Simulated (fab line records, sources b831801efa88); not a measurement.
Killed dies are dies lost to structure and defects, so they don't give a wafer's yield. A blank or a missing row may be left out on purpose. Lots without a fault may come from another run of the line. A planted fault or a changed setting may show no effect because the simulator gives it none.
A struck lot beside a sound one | flow sky130 | 15 steps out of a route of 708
Sound: wafers L826.2, L826.4, L826.6. Struck: wafer L833.1. (L833.3 of the same lot was not struck and is left out.) The cause comes at the end.
At each step with rows: each side's tool, then ch and its chambers, then its first start. Under that, the readings that differ: sound wafers | struck wafers | difference of the means | sigmas: that difference in standard deviations of wafers without a fault.
alike: readings whose means differ by less than 2 such deviations, and words and numbers that are the same on both sides. not compared: withheld readings, readings that some wafer has no value for, bounds like >300 that may hide the same value, and numbers for which the record gives no deviation and whose values overlap.
The two part at a step that has a row with sigmas, a row that says differs or no value, or rows on one side only. Numbers that don't overlap but have no deviation are shown without sigmas and don't part them. A reading that every wafer of one side lacks parts them only if that side has two wafers or more.

SKY_VIA3_CD_MEAS_12: target cd 200 nm.
  sound on cd_sem-02, day 43 01:14; struck on cd_sem-02, day 45 00:52
  alike: cd_nm
SKY_VIA3_OVL_MEAS_13:
  sound on overlay-02, day 43 01:20; struck on overlay-01, day 45 00:59
  alike: VIA3_OVL
SKY_VIA3_ETCH_14: etches BARC in N2/H2, stops on SiO2, time 45.9 s, target depth 60 nm.
  sound on rie_diel-04 ch 0,3, day 43 01:22; struck on rie_diel-04 ch 3, day 45 01:02
  alike: chamber_pressure_mTorr, drypump_motor_current_A, oes_product_au, throttle_valve_pct
  not compared: rf_hours_counter_h
then, 1 step without rows for these wafers: SKY_VIA3_ETCH_15 (etches SiO2 in C4F8/O2/Ar, stops on TiN, target depth 507 nm, time 78 s).
SKY_VIA3_STRIP_16: strips in O2/N2.
  sound on plasma_asher-03 ch 0,1, day 43 01:29; struck on plasma_asher-01 ch 1, day 45 01:08
  alike: chamber_pressure_mTorr, drypump_motor_current_A, oes_product_au, strip_time_to_endpoint_s
  not compared: rf_hours_counter_h
then, 3 steps without rows for these wafers: SKY_VIA3_STRIP_17 (strips in post etch residue remover, time 1200 s); SKY_VIA3_CLEAN_18 (cleans in IPA, time 180 s); SKY_VIA3_CLEAN_19 (cleans in O3/DIW).
SKY_VIA3_SPUTTER_20: material TiN, target thk 20 nm, time 80 s.
  sound on pvd_sputter-03, day 43 02:04; struck on pvd_sputter-04, day 45 01:46
  reading                | sound          | struck | difference | sigmas
  throttle_valve_pct (%) | 29.7 29.1 29.7 | 32.0   | +2.5       | +3
SKY_VIA3_CVD_21: deposits W, target thk 390 nm, time 117.31 s.
  sound on cvd_w-01 ch 1, day 43 02:10; struck on cvd_w-01 ch 1, day 45 01:49
  alike: heater_power_outer_w, heater_power_w
SKY_VIA3_RS_MEAS_22: measures by four-point-probe.
  sound on film_metro-03, day 43 02:23; struck on film_metro-02, day 45 01:56
  alike: VIA3_W_RS
SKY_VIA3_THK_MEAS_23: measures by xrf.
  sound on film_metro-03, day 43 02:30; struck on film_metro-02, day 45 02:04
  reading         | sound       | struck | difference | sigmas
  VIA3_W_THK (nm) | 384 383 386 | 370    | -14        | -2
SKY_VIA3_CMP_24: polishes, stops on SiO2, t overpolish 20 s, target thk 0 nm.
  sound on cmp-01 ch 0,1, day 43 02:36; struck on cmp-01 ch 0, day 45 02:20
  reading                | sound                | struck | difference | sigmas
  overpolish_run_s (s)   | 20.010 19.975 19.998 | 0.033  | -19.961    | -99 or more
  time_to_endpoint_s (s) | 95 93 95             | 148    | +54        | +12
  alike: motor_current_A
SKY_METAL4_SPUTTER_00: material Ti, target thk 15 nm, time 10 s.
  the record has rows for the sound wafers here (pvd_sputter-04, day 43 02:51) and none for the struck ones
-- the record jumps here: 5 days lie between the struck wafers' starts before and after (it left off in module METAL4 and takes up again in module PAD_OPEN, whose first step shown is number 708 of the route) --
SKY_PAD_OPEN_PROBE_99:
  sound on prober-02, day 48 16:56; struck on prober-02, day 50 05:16
  reading                  | sound          | struck | difference | sigmas
  defect_limited_yield (%) | 86.2 82.3 83.5 | 0      | -84        | -49
  killed_at_M0_to_M3       | 38 48 42       | 448    | +405       | +66
  killed_dies              | 68 87 81       | 492    | +413       | +49
  killed_on_rim            | 12 20 9        | 96     | +82        | +21
  sort_bin_3_pad_short (%) | 0.8 1.0 0.6    | 83.3   | +82.5      | +99 or more
  sort_bin_6_memory (%)    | 3.9 5.7 6.9    | 7.7    | +2.2       | +2
  sort_n_pass              | 424 405 411    | 0      | -413       | -49
  sort_yield_pct (%)       | 86.2 82.3 83.5 | 0      | -84        | -49
  alike: killed_at_M4_up, killed_at_contacts, killed_at_front_end, killed_at_other, killed_open, killed_short, sort_bin_5_function

WHERE THEY PART
First at SKY_VIA3_SPUTTER_20; last, within this record, at SKY_PAD_OPEN_PROBE_99.

WHY: what the simulator had put in
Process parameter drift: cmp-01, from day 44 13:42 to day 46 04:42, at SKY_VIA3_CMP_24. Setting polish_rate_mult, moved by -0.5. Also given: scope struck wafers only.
